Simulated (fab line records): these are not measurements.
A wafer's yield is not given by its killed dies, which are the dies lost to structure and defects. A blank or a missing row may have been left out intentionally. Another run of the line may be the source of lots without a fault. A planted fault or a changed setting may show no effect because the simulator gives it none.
2 desks looking at one fault -- flow sky130 -- each desk has only its own numbers; what lay behind them comes last

## METROLOGY DESK
Lot by lot, what the gauges showed, no matter which tool ran the lot: averages of those sampled wafers that carry a number. Any lot whose mean is over 4 standard deviations away from the usual mean is out of limits and marked OUT; that distance is given in the brackets.
Columns: A = cd_nm at SKY_VIA1_CD_MEAS_12, usual 150.2 nm
lot,first seen here,A
L903,day 33 23:53,149.0
L905,day 34 12:06,151.2
L910,day 36 17:38,149.0
L911,day 37 03:27,149.4
L913,day 37 12:37,150.2
L916,day 38 09:11,151.8
L915,day 38 09:35,152.0
L918,day 38 19:22,150.0
L919,day 39 00:42,150.5
L922,day 39 18:40,147.4
L923,day 40 10:23,149.6
L924,day 40 15:20,148.0
Result from this desk: across the 12 lots, nothing is out of limits.

## TOOL OWNER'S DESK, litho_track-02
At SKY_VIA1_SOFTBAKE_08 (time 90 s), the tool's own readings, given per lot that ran on this tool as the mean of the sampled wafers with a number. Any lot whose mean is over 4 standard deviations away from the usual mean is out of limits and marked OUT; that distance is given in the brackets.
Columns: A = heater_power_total_W at SKY_VIA1_SOFTBAKE_08, usual 57.35 W; B = resist_line_temp_C at SKY_VIA1_SOFTBAKE_08, usual 23.00 C; C = run_length_s at SKY_VIA1_SOFTBAKE_08, usual 119.27 s
lot,first seen here,A,B,C
L910,day 36 05:00,61.72 (+40) OUT,23.03,101.55 (-99 or more) OUT
L913,day 37 00:00,61.71 (+40) OUT,23.08,101.43 (-99 or more) OUT
L922,day 39 07:00,57.25,23.03,119.19
L923,day 39 21:00,57.26,22.93,119.33
L924,day 40 03:00,57.30,22.76,119.25
This desk's verdict: out of limits on L910, L913, starting with L910 at day 36 05:00 (heater_power_total_W at SKY_VIA1_SOFTBAKE_08). Within limits: L922, L923, L924.

## PUT TOGETHER
The tool owner's desk had the chance to raise an alarm at day 36 05:00 on L910, L913.
At the metrology desk, nothing out of limits was observed.
The metrology desk holds a record of L910, L913, inside its limits.
The lots listed all ran SKY_VIA1_SOFTBAKE_08 on litho_track-02.

## WHAT THE SIMULATOR HAD INSERTED
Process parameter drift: litho_track-02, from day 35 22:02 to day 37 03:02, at SKY_VIA1_SOFTBAKE_08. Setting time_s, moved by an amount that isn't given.
Shown lots that were struck: L910, L913.
Time in hours from fault onset to the first out-of-limits reading at each desk: the tool owner's desk, 7.
